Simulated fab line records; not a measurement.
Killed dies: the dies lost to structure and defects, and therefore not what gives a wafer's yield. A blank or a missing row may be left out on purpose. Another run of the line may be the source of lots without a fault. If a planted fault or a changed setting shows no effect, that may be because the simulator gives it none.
8D (eight disciplines) problem report, filled in by code | flow sky130 | the parts of the form that need people (team, actions taken, sign-off) are left out

## 1. WHAT IS WRONG
LDD_HVN_TW at SKY_LDD_HVN_TW_MEAS_10 reads a mean of 1367 on 1 wafer of 1 lot; wafers without a fault read 1418 with a standard deviation of 7.5. That is -6.8 standard deviations from the usual mean.
First observed at day 26 05:47: wafer L708.6, on filmMetro-01. At this step, 39 wafers from 13 lots have a number in the record. The rule behind "out" and "out of limits": a value lying over 4 standard deviations away from the usual mean. All remaining wafers that have a number are taken as sound.

## 2. WHAT IT IS, AND WHAT IT ISN'T
question                    | is                | is not
which readings at this step | LDD_HVN_TW        | -
which lots                  | L708              | L693, L694, L695, L696, L697, L698, L699, L701, L710, L711, L713, L714
which wafers of those lots  | L708.6            | L708.2, L708.4
read on which gauges        | filmMetro-01      | filmMetro-02, filmMetro-04
when                        | from day 26 05:47 | up to then (26 sound wafers); but 12 sound wafers of L710, L711, L713, L714 came after

## 3. WHAT RULES OUT EACH SUSPECT
Counting: any tool at a process step up to the reading remains a suspect provided it ran every lot that is out. Sound lots after the first of them don't rule it out here, since some wafers of a struck lot are sound.
- the gauge at SKY_LDD_HVN_TW_MEAS_10: kept. All the wafers that are out were read on filmMetro-01, and no step on other tools shows them out.
- rieDiel-03 at SKY_POLY_GATE_ETCH_16 (etches Si3N4 in CH3F/O2, stops on poly-Si, time 147.5 s, target depth 75 nm): kept. It processed L708, the lot that is out, at day 22 06:37, and its most recent sound lot before then was L701 at day 20 07:35.
- implanter-03 at SKY_LDD_HVN_IMPLANT_08: kept. It processed L708, the lot that is out, at day 26 05:32, and its most recent sound lot before then was L698 at day 22 19:09.
- Within rieDiel-03 at SKY_POLY_GATE_ETCH_16: the wafers that are out ran in chamber 3; their sound lot-mates ran in chambers 0, 1.
The count leaves rieDiel-03 at SKY_POLY_GATE_ETCH_16, implanter-03 at SKY_LDD_HVN_IMPLANT_08, and filmMetro-01 at SKY_LDD_HVN_TW_MEAS_10.

## 4. THE CAUSE (what the simulator had put in)
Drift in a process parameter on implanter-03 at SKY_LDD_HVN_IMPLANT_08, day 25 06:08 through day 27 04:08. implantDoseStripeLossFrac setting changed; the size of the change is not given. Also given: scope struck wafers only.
Of the 3 suspects that counting leaves, this tool is one.

## 5. THE CHAIN OF EFFECTS, in route order
Each row: a reading where the mean over the struck wafers with a number is more than 3 standard deviations away from the usual. Readings are gone through only where the record gives a usual standard deviation; hours: the median, over the lots, of the time from a lot's start at the first step in this table giving one to that lot's start at this step; sigmas: the change measured in usual standard deviations.
hours | step                   | reading    | usual | on struck wafers | change | sigmas
0     | SKY_LDD_HVN_TW_MEAS_10 | LDD_HVN_TW | 1418  | 1367             | -51    | -6.8

## 6. HOW IT WOULD HAVE BEEN CAUGHT EARLIER
The first out-of-limits reading at a measuring or inspecting step in this record came at day 26 05:47, 24 hours after the fault's start at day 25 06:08.
By day 26 05:47, every lot that is out (1) had started SKY_LDD_HVN_IMPLANT_08 on implanter-03. None of them would have been spared by holding the tool at that moment.
